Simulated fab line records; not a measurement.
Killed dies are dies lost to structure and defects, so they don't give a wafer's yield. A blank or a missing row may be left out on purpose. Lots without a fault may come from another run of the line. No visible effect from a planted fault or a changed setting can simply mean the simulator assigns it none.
fab line records	flow sky130
[record] lots = 11	wafers = 33	last-day = 49
route steps=708 shown SONOS_ONO@185 GATE_OXIDE@201 POLY_GATE@231 PAD_OPEN@708
lots that met no fault: taken from a fault-free run of the same line
start-h: hours from the record's first day to the start of the lot's first wafer shown	wait-h: hours from the lot's prior step to this one	" identical to the entry in the row above	L1.1+2: one row covering several wafers at once	- either no value or no given start	* or withheld: withheld	< > ~ a bound
route shown NAME@n: names a module that has steps shown in the file, with the first one's number in the route	usual: the fault-free wafers' mean and standard deviation	same: alike in all rows	chamber/n: place in a boat	sites: each site's reading	_std_site: standard deviation of those values	_edge_site: mean of outer sites minus mean of inner sites	radius-mm: how far each site lies from the wafer's centre	mask NAME#n: copy n	behind: the most recent tool/chamber to have shaped the wafer	hold: why the lot went on hold/how many hours it stayed there/how the hold came to an end	device: whichever transistor did not switch (one of n, p or np)	end of line: at the end of the route, the tests of the same wafers	a step given without rows: its recipe and nothing more	killed: not the wafer's yield, but the dies lost to structure and defects at the first sort	map: a wafer's dies, marking killed ones x, the rest . and places with no die _
set.NAME: setting as actually run; set.NAME@STEP: the setting as run at that earlier step	model.NAME: the simulator's own value behind a step, which no gauge read
route steps across a sampled set of lots; one table per step, one row per wafer
services: from which hour (start-h, from the record's first day; less than 0 if before it) a tool's chamber was out of use, for how many hours, and why
[[steps]]
[step SKY_SONOS_ONO_STRIP_17]
[recipe] chemistry = O2/N2	power-w = 1400	pressure-mtorr = 1500	platen-temp-c = withheld	o2-flow-sccm = 3000	n2-flow-sccm = 300	overash-fraction = 0.5
[usual] drypump-motor-current-A = 5.6/0.47	o2-flow-sccm = 3000/9.4	oes-product-au = 0.710/0.0047	strip-time-to-endpoint-s = 14.10/0.037
lot.wafer	tool	chamber	start-h	wait-h	drypump-motor-current-A	o2-flow-sccm	oes-product-au	rf-hours-counter-h	strip-time-to-endpoint-s
L733.1	plasma-asher-01	0	323.63	0.0	4.7	3026	0.707	21	14.03
L733.2	"	1	"	"	6.3	2995	0.706	21	14.06
L733.4	"	0	"	"	4.7	3019	0.708	-	14.08
L739.2	plasma-asher-01	0	366.23	0.0	4.7	2997	0.713	25	14.02
L739.3	"	1	"	"	6.2	2987	0.718	-	14.05
L739.6	"	0	"	"	4.7	3006	0.714	-	14.07
L740.2	plasma-asher-02	0	375.99	0.0	5.7	2992	0.707	71	14.15
L740.3	"	1	"	"	5.7	3006	0.708	-	14.14
L740.6	"	0	"	"	5.7	2980	0.708	-	14.09
L742.3	plasma-asher-02	0	403.45	0.0	5.7	3001	0.716	-	14.10
L742.4	"	1	"	"	5.7	2990	0.711	-	14.12
L742.5	"	0	"	"	5.7	3010	0.710	-	14.05
L743.1	plasma-asher-02	0	416.24	0.0	5.7	2987	0.705	75	14.13
L743.3	"	0	"	"	5.7	2993	0.711	-	14.10
L743.5	"	0	"	"	5.7	2989	0.715	-	14.08
L744.3	plasma-asher-03	0	422.80	0.0	4.9	2980	0.705	-	14.11
L744.5	"	1	"	"	6.0	2991	0.713	-	14.13
L744.6	"	0	"	"	4.9	3007	0.694	-	14.07
L745.1	plasma-asher-03	1	423.53	0.0	6.0	2998	0.710	72	14.13
L745.2	"	0	"	"	4.9	2998	0.710	72	14.14
L745.6	"	1	"	"	6.0	2999	0.701	-	14.12
L746.2	plasma-asher-02	0	430.92	0.0	5.7	2982	0.711	0	14.09
L746.3	"	0	"	"	5.7	3006	0.711	-	14.11
L746.4	"	1	"	"	5.7	3001	0.714	-	14.14
L747.2	plasma-asher-02	0	434.37	0.0	5.7	3009	0.713	1	14.09
L747.3	"	0	"	"	5.7	3010	0.706	-	14.10
L747.4	"	1	"	"	5.7	2994	0.714	-	14.05
L748.3	plasma-asher-02	0	447.11	0.0	5.7	2999	0.720	-	14.05
L748.4	"	1	"	"	5.7	2985	0.713	-	14.07
L748.5	"	0	"	"	5.7	3007	0.708	-	14.09
L749.2	plasma-asher-01	0	452.48	0.0	4.7	3003	0.707	32	14.07
L749.4	"	1	"	"	6.3	3002	0.705	-	14.05
L749.6	"	0	"	"	4.7	3005	0.712	-	14.04
[step SKY_GATE_OXIDE_TW_MEAS_14]
[usual] GATE_OXIDE_TW = 225.4/1.7
lot.wafer	tool	chamber	start-h	wait-h	GATE_OXIDE_TW
L733.1	film-metro-02	-	354.11	0.1	225.9
L733.2	"	-	"	"	227.0
L733.4	"	-	"	"	225.4
L739.2	film-metro-02	-	396.91	0.1	226.0
L739.3	"	-	"	"	226.0
L739.6	"	-	"	"	226.2
L740.2	film-metro-04	-	407.06	0.1	227.8
L740.3	"	-	"	"	227.8
L740.6	"	-	"	"	227.4
L742.3	film-metro-01	-	436.47	0.1	223.3
L742.4	"	-	"	"	222.7
L742.5	"	-	"	"	223.4
L743.1	film-metro-01	-	448.80	0.1	222.3
L743.3	"	-	"	"	222.8
L743.5	"	-	"	"	222.9
L744.3	film-metro-01	-	456.53	0.1	223.9
L744.5	"	-	"	"	224.1
L744.6	"	-	"	"	222.0
L745.1	film-metro-01	-	456.89	0.1	224.1
L745.2	"	-	"	"	224.3
L745.6	"	-	"	"	224.4
L746.2	film-metro-04	-	465.30	0.1	226.5
L746.3	"	-	"	"	226.7
L746.4	"	-	"	"	228.2
L747.2	film-metro-01	-	467.25	0.1	224.0
L747.3	"	-	"	"	222.6
L747.4	"	-	"	"	225.0
L748.3	film-metro-01	-	480.18	0.1	223.7
L748.4	"	-	"	"	223.8
L748.5	"	-	"	"	223.2
L749.2	film-metro-02	-	485.27	0.1	224.6
L749.4	"	-	"	"	224.9
L749.6	"	-	"	"	225.7
[step SKY_POLY_GATE_ETCH_17]
[recipe] target-depth-nm = 180	stop-on = SiO2	over-etch-frac = 0.56667	chemistry = HBr/Cl2	target = poly-Si	icp-w = 400	bias-w = 100	pressure-mtorr = 10	HBr_flow_sccm = 150	Cl2_flow_sccm = 50	time-s = 70.5
[usual] drypump-motor-current-A = 5.70/0.26	oes-product-au = 0.987/0.0089	throttle-valve-pct = 33.683/0.0093
lot.wafer	tool	chamber	start-h	wait-h	drypump-motor-current-A	oes-product-au	rf-hours-counter-h	throttle-valve-pct
L733.1	rie-si-01	2	427.19	0.0	5.88	0.999	12	33.677
L733.2	"	1	"	"	5.61	0.980	1	33.677
L733.4	"	3	"	"	5.91	0.987	6	33.679
L739.2	rie-si-02	0	464.05	0.0	5.27	0.986	3	33.690
L739.3	"	3	"	"	5.96	0.982	59	33.671
L739.6	"	1	"	"	5.38	0.998	-	33.686
L740.2	rie-si-02	2	472.89	0.0	5.64	1.007	18	33.682
L740.3	"	3	"	"	5.92	0.985	59	33.680
L740.6	"	3	"	"	5.92	0.992	-	33.679
L742.3	rie-si-01	0	504.34	0.0	5.98	0.998	3	33.689
L742.4	"	1	"	"	5.56	0.992	2	33.683
L742.5	"	3	"	"	5.91	0.991	-	33.694
L743.1	rie-si-01	0	516.05	0.0	5.97	0.987	3	33.684
L743.3	"	2	"	"	5.84	0.989	13	33.680
L743.5	"	2	"	"	5.89	0.986	-	33.677
L744.3	rie-si-02	1	522.05	0.0	5.36	0.983	6	33.670
L744.5	"	1	"	"	5.36	0.989	-	33.675
L744.6	"	0	"	"	5.27	0.977	-	33.704
L745.1	rie-si-01	2	523.35	0.0	5.88	0.985	13	33.686
L745.2	"	0	"	"	5.99	0.990	3	33.691
L745.6	"	0	"	"	5.98	0.990	-	33.696
L746.2	rie-si-02	2	531.29	0.0	5.58	0.980	18	33.679
L746.3	"	0	"	"	5.26	0.974	3	33.680
L746.4	"	1	"	"	5.38	0.978	6	33.692
L747.2	rie-si-01	2	532.80	0.0	5.88	0.974	13	33.693
L747.3	"	1	"	"	5.57	0.979	2	33.671
L747.4	"	3	"	"	5.94	0.986	7	33.674
L748.3	rie-si-02	3	545.35	0.0	5.95	0.994	0	33.668
L748.4	"	1	"	"	5.37	1.007	6	33.669
L748.5	"	1	"	"	5.33	1.016	-	33.669
L749.2	rie-si-01	0	550.45	0.0	5.98	0.990	3	33.687
L749.4	"	3	"	"	5.94	0.996	7	33.670
L749.6	"	0	"	"	5.97	0.984	-	33.686
[step SKY_POLY_GATE_STRIP_18]
[recipe] chemistry = O2/N2	power-w = 1400	pressure-mtorr = 1500	platen-temp-c = withheld	o2-flow-sccm = 3000	n2-flow-sccm = 300	overash-fraction = 0.5
[usual] drypump-motor-current-A = 6.0/0.69	o2-flow-sccm = 2998/8.2	oes-product-au = 0.361/0.0053	strip-time-to-endpoint-s = 3.18/0.035
lot.wafer	tool	chamber	start-h	wait-h	drypump-motor-current-A	o2-flow-sccm	oes-product-au	rf-hours-counter-h	strip-time-to-endpoint-s
L733.1	plasma-asher-04	1	427.25	0.0	6.7	2999	0.336	60	2.49
L733.2	"	0	"	"	6.6	2997	0.360	60	3.18
L733.4	"	0	"	"	6.6	2990	0.353	-	3.23
L739.2	plasma-asher-04	1	464.11	0.0	6.7	3008	0.364	64	3.20
L739.3	"	0	"	"	6.6	3007	0.366	-	3.26
L739.6	"	0	"	"	6.6	3010	0.369	-	3.12
L740.2	plasma-asher-04	0	472.95	0.0	6.6	2984	0.351	65	3.12
L740.3	"	0	"	"	6.6	2993	0.365	-	3.23
L740.6	"	0	"	"	6.5	2992	0.365	-	3.13
L742.3	plasma-asher-01	1	504.43	0.1	6.2	3014	0.362	-	3.14
L742.4	"	0	"	"	4.7	2991	0.368	-	3.17
L742.5	"	1	"	"	6.3	2995	0.360	-	3.20
L743.1	plasma-asher-01	0	516.10	0.0	4.7	2997	0.359	38	3.20
L743.3	"	1	"	"	6.3	3010	0.361	-	3.20
L743.5	"	0	"	"	4.7	2990	0.369	-	3.21
L744.3	plasma-asher-01	0	522.14	0.1	4.7	2997	0.364	-	3.20
L744.5	"	0	"	"	4.7	2994	0.363	-	3.15
L744.6	"	1	"	"	6.3	2993	0.354	-	3.23
L745.1	plasma-asher-01	1	523.41	0.0	6.3	3014	0.357	38	3.19
L745.2	"	0	"	"	4.7	3010	0.366	38	3.26
L745.6	"	0	"	"	4.7	3003	0.364	-	3.19
L746.2	plasma-asher-02	1	531.35	0.0	5.7	2981	0.370	10	3.15
L746.3	"	0	"	"	5.7	3002	0.357	-	3.19
L746.4	"	1	"	"	5.7	2993	0.367	-	3.15
L747.2	plasma-asher-04	0	532.86	0.0	6.6	2997	0.350	71	3.15
L747.3	"	0	"	"	6.5	3006	0.361	-	3.25
L747.4	"	1	"	"	6.7	3002	0.358	-	3.16
L748.3	plasma-asher-02	0	545.44	0.1	5.7	2999	0.358	-	3.19
L748.4	"	1	"	"	5.7	2978	0.363	-	3.16
L748.5	"	1	"	"	5.7	2990	0.361	-	3.17
L749.2	plasma-asher-02	0	550.51	0.0	5.7	2998	0.360	12	3.18
L749.4	"	1	"	"	5.7	2995	0.358	-	3.19
L749.6	"	0	"	"	5.7	2996	0.359	-	3.16
[step SKY_POLY_GATE_CD_MEAS_22]
[usual] cd-nm = 150.5/2.6
lot.wafer	tool	chamber	start-h	wait-h	cd-nm
L733.1	cd-sem-01	-	429.76	0.1	153.1
L733.2	"	-	"	"	154.0
L733.4	"	-	"	"	152.5
L739.2	cd-sem-02	-	466.55	0.1	145.2
L739.3	"	-	"	"	152.3
L739.6	"	-	"	"	149.1
L740.2	cd-sem-02	-	474.50	0.1	152.7
L740.3	"	-	"	"	152.4
L740.6	"	-	"	"	151.7
L742.3	cd-sem-01	-	506.12	0.1	150.2
L742.4	"	-	"	"	150.5
L742.5	"	-	"	"	149.5
L743.1	cd-sem-01	-	517.71	0.1	150.7
L743.3	"	-	"	"	149.8
L743.5	"	-	"	"	149.6
L744.3	cd-sem-01	-	523.62	0.1	144.5
L744.5	"	-	"	"	148.3
L744.6	"	-	"	"	148.6
L745.1	cd-sem-02	-	524.92	0.1	148.8
L745.2	"	-	"	"	151.7
L745.6	"	-	"	"	148.9
L746.2	cd-sem-01	-	532.89	0.1	150.0
L746.3	"	-	"	"	147.7
L746.4	"	-	"	"	148.7
L747.2	cd-sem-01	-	534.36	0.1	150.7
L747.3	"	-	"	"	153.3
L747.4	"	-	"	"	151.5
L748.3	cd-sem-01	-	546.92	0.1	152.6
L748.4	"	-	"	"	151.5
L748.5	"	-	"	"	150.1
L749.2	cd-sem-02	-	552.00	0.1	151.6
L749.4	"	-	"	"	150.9
L749.6	"	-	"	"	150.4
[step SKY_PAD_OPEN_PROBE_99]
[usual] killed_at_M0_to_M3 = 43/6.7	killed_at_M4_up = 3.2/1.9	killed-at-contacts = 24/5.9	killed-at-front-end = 15/4.1	killed-at-other = 0.3/0.56	killed-dies = 86/9.5	killed-open = 47/7.4	killed-short = 39/5.5
[same] gross-dies = 492	killed-at-back-side = 0
lot.wafer	tool	chamber	start-h	wait-h	killed_at_M0_to_M3	killed_at_M4_up	killed-at-contacts	killed-at-front-end	killed-at-other	killed-dies	killed-open	killed-short
L733.1	prober-02	-	1117.57	0.1	46	3	24	11	0	84	45	39
L733.2	prober-02	-	1117.62	0.1	44	2	33	16	0	95	50	45
L733.4	prober-02	-	1117.72	0.2	58	0	23	16	0	97	54	43
L739.2	prober-02	-	1136.70	0.1	43	2	27	10	0	82	45	37
L739.3	prober-02	-	1136.75	0.2	60	4	25	19	0	108	62	46
L739.6	prober-02	-	1136.90	0.2	40	5	21	15	0	81	46	35
L740.2	prober-01	-	1143.93	0.1	35	1	21	13	0	70	33	37
L740.3	prober-01	-	1143.98	0.2	37	3	25	21	0	86	49	37
L740.6	prober-01	-	1144.13	0.2	36	6	20	15	0	77	40	37
L742.3	prober-01	-	1162.30	0.2	39	2	25	14	1	81	42	39
L742.4	prober-01	-	1162.35	0.2	42	1	34	15	0	92	50	42
L742.5	prober-01	-	1162.40	0.2	37	2	25	19	1	84	40	44
L743.1	prober-02	-	1166.59	0.1	40	5	16	17	0	78	39	39
L743.3	prober-02	-	1166.69	0.2	41	4	30	15	0	90	39	51
L743.5	prober-02	-	1166.79	0.2	49	1	26	9	0	85	45	40
L744.3	prober-01	-	1170.78	0.2	44	3	16	12	0	75	37	38
L744.5	prober-01	-	1170.88	0.2	31	2	31	12	0	76	43	33
L744.6	prober-01	-	1170.93	0.2	47	4	16	27	0	94	51	43
L745.1	prober-02	-	1171.68	0.1	38	3	30	17	0	88	40	48
L745.2	prober-02	-	1171.73	0.1	46	3	27	18	0	94	52	42
L745.6	prober-02	-	1171.93	0.2	42	2	25	14	0	83	52	31
L746.2	prober-01	-	1176.59	0.1	49	3	22	16	0	90	61	29
L746.3	prober-01	-	1176.64	0.2	50	2	25	12	0	89	50	39
L746.4	prober-01	-	1176.69	0.2	47	7	26	14	0	94	53	41
L747.2	prober-02	-	1179.88	0.1	40	3	28	12	1	84	43	41
L747.3	prober-02	-	1179.93	0.2	53	5	24	22	0	104	60	44
L747.4	prober-02	-	1179.98	0.2	40	2	23	16	0	81	42	39
L748.3	prober-01	-	1185.04	0.2	41	3	21	16	1	82	47	35
L748.4	prober-01	-	1185.09	0.2	45	2	20	12	0	79	44	35
L748.5	prober-01	-	1185.14	0.2	50	0	19	11	1	81	41	40
L749.2	prober-02	-	1186.92	0.1	45	0	24	7	0	76	42	34
L749.4	prober-02	-	1187.02	0.2	35	1	29	10	1	76	36	40
L749.6	prober-02	-	1187.12	0.2	44	5	24	16	0	89	49	40
// killed by level:class
L733.1 VIA1:geometric-particle:open=10 VIA3:geometric-particle:open=8 VIA2:geometric-particle:open=7 CONTACT:geometric-particle:open=6 VIA1:geometric-particle:short=6 LI_CONTACT:geometric-particle:open=5 LOCAL_INTERCONNECT:geometric-particle:short=5 LI_CONTACT:geometric-particle:short=4
L733.2 CONTACT:geometric-particle:open=10 VIA3:geometric-particle:open=8 LI_CONTACT:geometric-particle:open=8 VIA1:geometric-particle:open=8 VIA2:geometric-particle:open=8 LOCAL_INTERCONNECT:geometric-particle:short=7 FIELD_ISO:geometric-particle:short=5 LI_CONTACT:geometric-particle:short=5
L733.4 VIA3:geometric-particle:open=12 VIA1:geometric-particle:open=10 LI_CONTACT:geometric-particle:open=8 CONTACT:geometric-particle:open=8 VIA1:geometric-particle:short=7 VIA2:geometric-particle:open=6 METAL2:geometric-particle:short=6 FIELD_ISO:geometric-particle:short=5
L739.2 CONTACT:geometric-particle:open=11 METAL1:geometric-particle:short=8 VIA1:geometric-particle:open=7 VIA3:geometric-particle:open=6 LI_CONTACT:geometric-particle:open=5 CONTACT:geometric-particle:short=5 VIA1:geometric-particle:short=5 VIA2:geometric-particle:open=5
L739.3 CONTACT:geometric-particle:open=15 VIA3:geometric-particle:open=11 FIELD_ISO:geometric-particle:open=9 LI_CONTACT:geometric-particle:open=8 VIA1:geometric-particle:short=8 VIA1:geometric-particle:open=8 FIELD_ISO:geometric-particle:short=7 METAL1:geometric-particle:short=7
L739.6 VIA1:geometric-particle:open=14 LI_CONTACT:geometric-particle:open=6 CONTACT:geometric-particle:open=6 METAL1:geometric-particle:short=6 CONTACT:geometric-particle:short=5 POLY_GATE:geometric-particle:short=5 VIA2:geometric-particle:open=5 VIA3:geometric-particle:open=5
L740.2 VIA1:geometric-particle:open=10 CONTACT:geometric-particle:open=7 CONTACT:geometric-particle:short=6 VIA1:geometric-particle:short=5 METAL2:geometric-particle:short=5 LI_CONTACT:geometric-particle:open=4 VIA2:geometric-particle:open=4 FIELD_ISO:geometric-particle:short=3
L740.3 FIELD_ISO:geometric-particle:short=10 VIA2:geometric-particle:open=10 VIA1:geometric-particle:open=8 VIA3:geometric-particle:open=8 LI_CONTACT:geometric-particle:open=7 CONTACT:geometric-particle:open=7 CONTACT:geometric-particle:short=7 FIELD_ISO:geometric-particle:open=5
L740.6 VIA3:geometric-particle:open=7 CONTACT:geometric-particle:open=6 METAL1:geometric-particle:short=6 FIELD_ISO:geometric-particle:short=5 CONTACT:geometric-particle:short=5 VIA1:geometric-particle:open=5 METAL4:geometric-particle:short=4 POLY_GATE:geometric-particle:open=4
L742.3 CONTACT:geometric-particle:open=9 METAL1:geometric-particle:short=7 VIA1:geometric-particle:open=7 LI_CONTACT:geometric-particle:open=6 VIA2:geometric-particle:open=6 VIA3:geometric-particle:open=5 LOCAL_INTERCONNECT:geometric-particle:short=4 CONTACT:geometric-particle:short=4
L742.4 LI_CONTACT:geometric-particle:open=12 VIA1:geometric-particle:open=11 CONTACT:geometric-particle:open=9 METAL1:geometric-particle:short=7 VIA2:geometric-particle:open=6 CONTACT:geometric-particle:short=5 LI_CONTACT:geometric-particle:short=4 LOCAL_INTERCONNECT:geometric-particle:short=4
L742.5 VIA1:geometric-particle:open=10 VIA3:geometric-particle:open=8 CONTACT:geometric-particle:open=7 FIELD_ISO:geometric-particle:short=6 POLY_GATE:geometric-particle:open=6 LOCAL_INTERCONNECT:geometric-particle:short=6 METAL1:geometric-particle:short=5 METAL2:geometric-particle:short=5
L743.1 VIA1:geometric-particle:open=12 FIELD_ISO:geometric-particle:short=8 METAL1:geometric-particle:short=7 LI_CONTACT:geometric-particle:open=6 VIA1:geometric-particle:short=5 CONTACT:geometric-particle:open=5 VIA2:geometric-particle:short=5 VIA3:geometric-particle:open=5
L743.3 CONTACT:geometric-particle:open=10 VIA1:geometric-particle:open=10 LOCAL_INTERCONNECT:geometric-particle:short=7 VIA3:geometric-particle:open=5 POLY_GATE:geometric-particle:short=5 METAL1:geometric-particle:short=5 FIELD_ISO:geometric-particle:short=4 LI_CONTACT:geometric-particle:short=4
L743.5 VIA1:geometric-particle:open=12 METAL2:geometric-particle:short=12 CONTACT:geometric-particle:open=9 CONTACT:geometric-particle:short=6 VIA3:geometric-particle:open=6 LI_CONTACT:geometric-particle:open=5 METAL2:geometric-particle:open=5 VIA2:geometric-particle:open=4
L744.3 VIA1:geometric-particle:open=8 CONTACT:geometric-particle:open=8 VIA3:geometric-particle:open=7 METAL3:geometric-particle:short=6 VIA2:geometric-particle:short=5 METAL1:geometric-particle:short=4 METAL2:geometric-particle:short=4 VIA2:geometric-particle:open=4
L744.5 CONTACT:geometric-particle:open=15 VIA1:geometric-particle:open=10 CONTACT:geometric-particle:short=7 POLY_GATE:geometric-particle:short=5 VIA2:geometric-particle:open=5 LOCAL_INTERCONNECT:geometric-particle:short=4 VIA1:geometric-particle:short=4 VIA3:geometric-particle:open=4
L744.6 VIA1:geometric-particle:open=9 POLY_GATE:geometric-particle:open=8 METAL1:geometric-particle:short=8 CONTACT:geometric-particle:open=8 VIA3:geometric-particle:open=7 FIELD_ISO:geometric-particle:open=6 METAL2:geometric-particle:short=6 VIA3:geometric-particle:short=6
L745.1 LI_CONTACT:geometric-particle:open=10 CONTACT:geometric-particle:short=10 VIA1:geometric-particle:short=8 VIA1:geometric-particle:open=7 VIA3:geometric-particle:open=7 POLY_GATE:geometric-particle:open=5 CONTACT:geometric-particle:open=5 FIELD_ISO:geometric-particle:short=4
L745.2 VIA1:geometric-particle:open=14 LI_CONTACT:geometric-particle:open=9 METAL1:geometric-particle:short=8 CONTACT:geometric-particle:open=7 VIA2:geometric-particle:open=6 POLY_GATE:geometric-particle:open=5 FIELD_ISO:geometric-particle:short=5 LOCAL_INTERCONNECT:geometric-particle:short=5
L745.6 CONTACT:geometric-particle:open=11 VIA1:geometric-particle:open=8 METAL1:geometric-particle:short=7 LI_CONTACT:geometric-particle:open=6 VIA2:geometric-particle:open=6 VIA3:geometric-particle:open=6 FIELD_ISO:geometric-particle:short=5 CONTACT:geometric-particle:short=4
L746.2 VIA1:geometric-particle:open=17 LI_CONTACT:geometric-particle:open=9 CONTACT:geometric-particle:open=8 VIA2:geometric-particle:open=7 VIA3:geometric-particle:short=7 VIA3:geometric-particle:open=6 FIELD_ISO:geometric-particle:open=5 POLY_GATE:geometric-particle:open=5
L746.3 VIA1:geometric-particle:open=16 LOCAL_INTERCONNECT:geometric-particle:short=7 VIA2:geometric-particle:open=7 CONTACT:geometric-particle:short=6 CONTACT:geometric-particle:open=6 LI_CONTACT:geometric-particle:open=5 VIA1:geometric-particle:short=5 METAL2:geometric-particle:short=5
L746.4 VIA1:geometric-particle:open=14 VIA3:geometric-particle:open=9 CONTACT:geometric-particle:open=9 LI_CONTACT:geometric-particle:open=6 LOCAL_INTERCONNECT:geometric-particle:short=6 VIA1:geometric-particle:short=5 VIA2:geometric-particle:short=4 VIA2:geometric-particle:open=4
L747.2 CONTACT:geometric-particle:open=14 VIA1:geometric-particle:short=8 VIA1:geometric-particle:open=6 VIA2:geometric-particle:open=6 LOCAL_INTERCONNECT:geometric-particle:short=5 CONTACT:geometric-particle:short=5 METAL1:geometric-particle:short=5 METAL3:geometric-particle:short=4
L747.3 VIA1:geometric-particle:open=12 CONTACT:geometric-particle:open=10 FIELD_ISO:geometric-particle:open=7 VIA1:geometric-particle:short=7 VIA2:geometric-particle:open=6 METAL2:geometric-particle:short=6 VIA3:geometric-particle:open=6 LI_CONTACT:geometric-particle:open=5
L747.4 LI_CONTACT:geometric-particle:open=10 METAL1:geometric-particle:short=10 CONTACT:geometric-particle:open=6 VIA1:geometric-particle:open=6 FIELD_ISO:geometric-particle:short=5 CONTACT:geometric-particle:short=5 VIA1:geometric-particle:short=5 VIA2:geometric-particle:open=5
L748.3 CONTACT:geometric-particle:open=9 VIA1:geometric-particle:open=9 VIA2:geometric-particle:open=8 VIA1:geometric-particle:short=7 FIELD_ISO:geometric-particle:open=5 LOCAL_INTERCONNECT:geometric-particle:short=5 POLY_GATE:geometric-particle:open=4 CONTACT:geometric-particle:short=4
L748.4 VIA1:geometric-particle:open=10 CONTACT:geometric-particle:open=9 VIA2:geometric-particle:open=7 METAL1:geometric-particle:short=6 VIA3:geometric-particle:open=5 CONTACT:geometric-particle:short=5 METAL2:geometric-particle:short=4 POLY_GATE:geometric-particle:short=3
L748.5 VIA1:geometric-particle:open=12 VIA2:geometric-particle:open=9 CONTACT:geometric-particle:open=7 VIA1:geometric-particle:short=6 METAL1:geometric-particle:short=5 METAL2:geometric-particle:short=5 POLY_GATE:geometric-particle:short=4 LOCAL_INTERCONNECT:geometric-particle:short=4
L749.2 METAL2:geometric-particle:short=11 LI_CONTACT:geometric-particle:open=10 CONTACT:geometric-particle:open=8 VIA1:geometric-particle:open=8 VIA3:geometric-particle:open=8 METAL1:geometric-particle:short=5 VIA2:geometric-particle:short=5 POLY_GATE:geometric-particle:open=3
L749.4 CONTACT:geometric-particle:open=8 CONTACT:geometric-particle:short=8 LI_CONTACT:geometric-particle:open=7 VIA1:geometric-particle:open=6 VIA2:geometric-particle:short=6 METAL1:geometric-particle:short=5 VIA3:geometric-particle:open=4 VIA1:geometric-particle:short=4
L749.6 CONTACT:geometric-particle:open=11 VIA2:geometric-particle:open=7 VIA1:geometric-particle:open=7 VIA1:geometric-particle:short=7 VIA3:geometric-particle:open=7 METAL1:geometric-particle:short=5 POLY_GATE:geometric-particle:short=4 METAL4:geometric-particle:short=4
[[services]]
tool	chamber	start-h	hours	kind
plasma-asher-04	-	326.82	1.9	repair
rie-si-01	3	352.28	4.5	repair
rie-si-01	0	374.76	4.3	repair
rie-si-01	1	387.54	5.1	repair
plasma-asher-01	-	420.88	14.6	pm
plasma-asher-02	-	421.25	9.0	pm
plasma-asher-02	0	421.25	9.0	vent-cycle
plasma-asher-02	1	421.25	9.0	vent-cycle
plasma-asher-02	0	430.25	-	clean
plasma-asher-02	1	430.25	-	clean
plasma-asher-03	-	435.54	1.8	repair
plasma-asher-01	-	440.45	2.0	repair
rie-si-02	3	484.00	-	clean
rie-si-02	3	484.00	16.8	scheduled-down
rie-si-02	3	484.00	16.8	vent-cycle
plasma-asher-01	-	490.81	6.3	repair
rie-si-01	3	511.15	13.3	repair
rie-si-01	-	522.80	0.1	repair
plasma-asher-01	-	525.40	2.0	repair
plasma-asher-04	-	548.04	1.5	repair
[[key]]
[first-sign] step = SKY_POLY_GATE_STRIP_18	reading = strip-time-to-endpoint-s	direction = down	sigmas = 20	usual = *	struck = *
[effect] step = SKY_POLY_GATE_STRIP_18	reading = oes-product-au	direction = down	sigmas = 4.7	usual = 0.361	struck = 0.336
met-at SKY_POLY_GATE_ETCH_17
struck-lots L733
struck-wafers L733.1
tester-left-out L733
not-acting-at SKY_SONOS_ONO_STRIP_17,SKY_GATE_OXIDE_TW_MEAS_14,SKY_POLY_GATE_CD_MEAS_22
[fault] kind = process-parameter-drift	tool = rie-si-01	chamber = -	onset-h = 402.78	steps = SKY_POLY_GATE_ETCH_17	channel = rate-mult	offset = 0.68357	shape = step	end-h = 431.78	scope = struck-wafers-only
// tester-left-out: of these lots the tester's yield and bins aren't shown, on N5 and GAA mostly nor the transistor test; their killed dies are dies lost to structure and defects alone, not to doping, threshold or leakage, so they don't give the yield
